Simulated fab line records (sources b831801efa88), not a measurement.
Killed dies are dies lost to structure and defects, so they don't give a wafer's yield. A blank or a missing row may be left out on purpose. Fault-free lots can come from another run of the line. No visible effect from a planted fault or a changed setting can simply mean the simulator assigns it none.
2 desks, one fault || flow sky130 || every desk sees just its own numbers, and what lay behind them comes last

## FOR THE TOOL OWNER'S DESK: rie diel-04
The tool's own readings at SKY_VIA3_ETCH_14 (etches BARC in N2/H2, stops on SiO2, time 45.9 s, target depth 60 nm): means of the sampled wafers that have a number, for each lot that ran on this tool. The brackets show how far a lot's mean lies from the usual mean; more than 4 standard deviations puts the lot out of limits, marked OUT.
Columns: A = drypump motor current A at SKY_VIA3_ETCH_14, usual 5.7 A; B = oes product au at SKY_VIA3_ETCH_14, usual 0.854 a.u.; C = rf fwd power W at SKY_VIA3_ETCH_14, usual 495.1 W; D = throttle valve pct at SKY_VIA3_ETCH_14, usual 13.224 %
{"lot": "L832", "first seen here": "day 43 12:21", "A": 5.0, "B": 0.849, "C": 495.4, "D": 13.223}
{"lot": "L837", "first seen here": "day 44 22:00", "A": 5.4, "B": 0.855, "C": 495.1, "D": 13.220}
{"lot": "L840", "first seen here": "day 45 15:36", "A": 5.2, "B": 0.849, "C": 495.2, "D": 13.222}
This desk's verdict: no lot among the 3 shows anything out of limits.

## AT THE METROLOGY DESK
What the gauges read for every lot (on any tool): the sampled wafers with a number, averaged. The brackets show how far a lot's mean lies from the usual mean; more than 4 standard deviations puts the lot out of limits, marked OUT.
Columns: A = VIA3_BOW at SKY_VIA3_BOW_MEAS_03, usual 81 um; B = cd nm at SKY_VIA3_CD_MEAS_12, usual 200.0 nm; C = VIA3_OVL at SKY_VIA3_OVL_MEAS_13, usual 0 nm
{"lot": "L827", "first seen here": "day 41 03:59", "A": 76, "B": 198.7, "C": -8}
{"lot": "L832", "first seen here": "day 42 13:07", "A": 85, "B": 199.7, "C": -1}
{"lot": "L837", "first seen here": "day 44 00:14", "A": 82, "B": 198.6, "C": -4}
{"lot": "L838", "first seen here": "day 44 04:14", "A": 87, "B": 199.4, "C": -3}
{"lot": "L840", "first seen here": "day 44 18:02", "A": 81, "B": 200.7, "C": 3}
{"lot": "L841", "first seen here": "day 46 00:38", "A": 74, "B": 200.2, "C": 2}
This desk's verdict: no lot among the 6 shows anything out of limits.

## TAKEN TOGETHER
The tool owner's desk saw nothing out of limits.
At the metrology desk, nothing out of limits was observed.

## WHAT THE SIMULATOR PUT IN
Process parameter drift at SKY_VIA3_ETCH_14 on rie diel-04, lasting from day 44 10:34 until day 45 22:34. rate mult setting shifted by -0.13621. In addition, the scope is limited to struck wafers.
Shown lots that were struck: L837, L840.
